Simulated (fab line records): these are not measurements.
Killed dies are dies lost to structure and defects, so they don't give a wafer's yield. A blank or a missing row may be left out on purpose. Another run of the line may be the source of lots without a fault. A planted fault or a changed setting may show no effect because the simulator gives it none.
Chamber matching || flow gf180mcu || GF_V4_ETCH_16 on rie-diel-03: 4 sister chambers
The step etches BARC in N2/H2. 16 wafers are shown with their chamber, then 8 later ones without.

EACH WAFER AND ITS CHAMBER
{"wafer": "L077.3", "chamber": 1, "oes-product-au (a.u.)": 0.851, "h2-flow-sccm (sccm)": 200.3, "throttle-valve-pct (%)": 13.220}
{"wafer": "L077.5", "chamber": 2, "oes-product-au (a.u.)": 0.860, "h2-flow-sccm (sccm)": 199.8, "throttle-valve-pct (%)": 13.221}
{"wafer": "L077.6", "chamber": 0, "oes-product-au (a.u.)": 0.855, "h2-flow-sccm (sccm)": 200.2, "throttle-valve-pct (%)": 13.223}
{"wafer": "L080.1", "chamber": 1, "oes-product-au (a.u.)": 0.844, "h2-flow-sccm (sccm)": 200.6, "throttle-valve-pct (%)": 13.234}
{"wafer": "L080.4", "chamber": 2, "oes-product-au (a.u.)": 0.852, "h2-flow-sccm (sccm)": 200.2, "throttle-valve-pct (%)": 13.210}
{"wafer": "L080.6", "chamber": 2, "oes-product-au (a.u.)": 0.852, "h2-flow-sccm (sccm)": 199.6, "throttle-valve-pct (%)": 13.226}
{"wafer": "L082.2", "chamber": 3, "oes-product-au (a.u.)": 0.850, "h2-flow-sccm (sccm)": 201.0, "throttle-valve-pct (%)": 13.226}
{"wafer": "L082.3", "chamber": 2, "oes-product-au (a.u.)": 0.849, "h2-flow-sccm (sccm)": 198.8, "throttle-valve-pct (%)": 13.217}
{"wafer": "L082.5", "chamber": 2, "oes-product-au (a.u.)": 0.857, "h2-flow-sccm (sccm)": 200.7, "throttle-valve-pct (%)": 13.218}
{"wafer": "L083.1", "chamber": 3, "oes-product-au (a.u.)": 0.858, "h2-flow-sccm (sccm)": 199.1, "throttle-valve-pct (%)": 13.225}
{"wafer": "L083.3", "chamber": 2, "oes-product-au (a.u.)": 0.856, "h2-flow-sccm (sccm)": 199.3, "throttle-valve-pct (%)": 13.226}
{"wafer": "L083.4", "chamber": 0, "oes-product-au (a.u.)": 0.852, "h2-flow-sccm (sccm)": 199.3, "throttle-valve-pct (%)": 13.228}
{"wafer": "L086.3", "chamber": 2, "oes-product-au (a.u.)": 0.860, "h2-flow-sccm (sccm)": 199.9, "throttle-valve-pct (%)": 13.230}
{"wafer": "L086.4", "chamber": 3, "oes-product-au (a.u.)": 0.858, "h2-flow-sccm (sccm)": 200.7, "throttle-valve-pct (%)": 13.222}
{"wafer": "L086.5", "chamber": 0, "oes-product-au (a.u.)": 0.858, "h2-flow-sccm (sccm)": 200.1, "throttle-valve-pct (%)": 13.219}
{"wafer": "L089.1", "chamber": 1, "oes-product-au (a.u.)": 0.855, "h2-flow-sccm (sccm)": 200.3, "throttle-valve-pct (%)": 13.214}

SIGNATURES, as means of the wafers listed above
{"reading": "oes-product-au", "chamber 0": 0.85500, "chamber 1": 0.85000, "chamber 2": 0.85514, "chamber 3": 0.85533, "scatter within a chamber": 0.00439}
{"reading": "h2-flow-sccm", "chamber 0": 199.867, "chamber 1": 200.400, "chamber 2": 199.757, "chamber 3": 200.267, "scatter within a chamber": 0.638}
{"reading": "throttle-valve-pct", "chamber 0": 13.22333, "chamber 1": 13.22267, "chamber 2": 13.22114, "chamber 3": 13.22433, "scatter within a chamber": 0.00669}
Rule: a wafer lies at a distance from a chamber equal to the root of the sum of squares, over the readings, of (its reading less the chamber's mean, divided by the reading's scatter). The wafer belongs to the nearest chamber; if the next one is less than 2 further off, it can't be placed. The scatter is the square root of a quotient: the sum, over the shown wafers, of each reading's squared deviation from its chamber's mean, divided by wafers minus chambers.

WAFERS WHOSE CHAMBER IS MISSING
{"wafer": "L089.4", "oes-product-au (a.u.)": 0.851, "h2-flow-sccm (sccm)": 199.6, "throttle-valve-pct (%)": 13.223}
{"wafer": "L089.5", "oes-product-au (a.u.)": 0.849, "h2-flow-sccm (sccm)": 199.2, "throttle-valve-pct (%)": 13.229}
{"wafer": "L090.1", "oes-product-au (a.u.)": 0.861, "h2-flow-sccm (sccm)": 200.6, "throttle-valve-pct (%)": 13.207}
{"wafer": "L090.2", "oes-product-au (a.u.)": 0.859, "h2-flow-sccm (sccm)": 200.0, "throttle-valve-pct (%)": 13.231}
{"wafer": "L090.6", "oes-product-au (a.u.)": 0.853, "h2-flow-sccm (sccm)": 199.4, "throttle-valve-pct (%)": 13.231}
{"wafer": "L094.2", "oes-product-au (a.u.)": 0.850, "h2-flow-sccm (sccm)": 199.7, "throttle-valve-pct (%)": 13.222}
{"wafer": "L094.3", "oes-product-au (a.u.)": 0.854, "h2-flow-sccm (sccm)": 200.4, "throttle-valve-pct (%)": 13.216}
{"wafer": "L094.5", "oes-product-au (a.u.)": 0.849, "h2-flow-sccm (sccm)": 199.5, "throttle-valve-pct (%)": 13.222}

WHICH CHAMBER EACH WENT THROUGH
{"wafer": "L089.4", "from the rows above": "can't be placed: 0 or 2 or 1 or 3", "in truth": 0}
{"wafer": "L089.5", "from the rows above": "can't be placed: 0 or 2 or 1 or 3", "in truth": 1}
{"wafer": "L090.1", "from the rows above": "can't be placed: 2 or 3 or 0 or 1", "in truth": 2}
{"wafer": "L090.2", "from the rows above": "can't be placed: 3 or 0 or 2 or 1", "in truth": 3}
{"wafer": "L090.6", "from the rows above": "can't be placed: 0 or 2 or 3 or 1", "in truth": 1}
{"wafer": "L094.2", "from the rows above": "can't be placed: 1 or 2 or 0 or 3", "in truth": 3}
{"wafer": "L094.3", "from the rows above": "can't be placed: 2 or 3 or 1 or 0", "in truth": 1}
{"wafer": "L094.5", "from the rows above": "can't be placed: 1 or 2 or 0 or 3", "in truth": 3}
Correct placement for 0 of the 8. Cannot be placed on the basis of these rows: 8; the candidates contain the true chamber in 8. 0 placed wrongly.
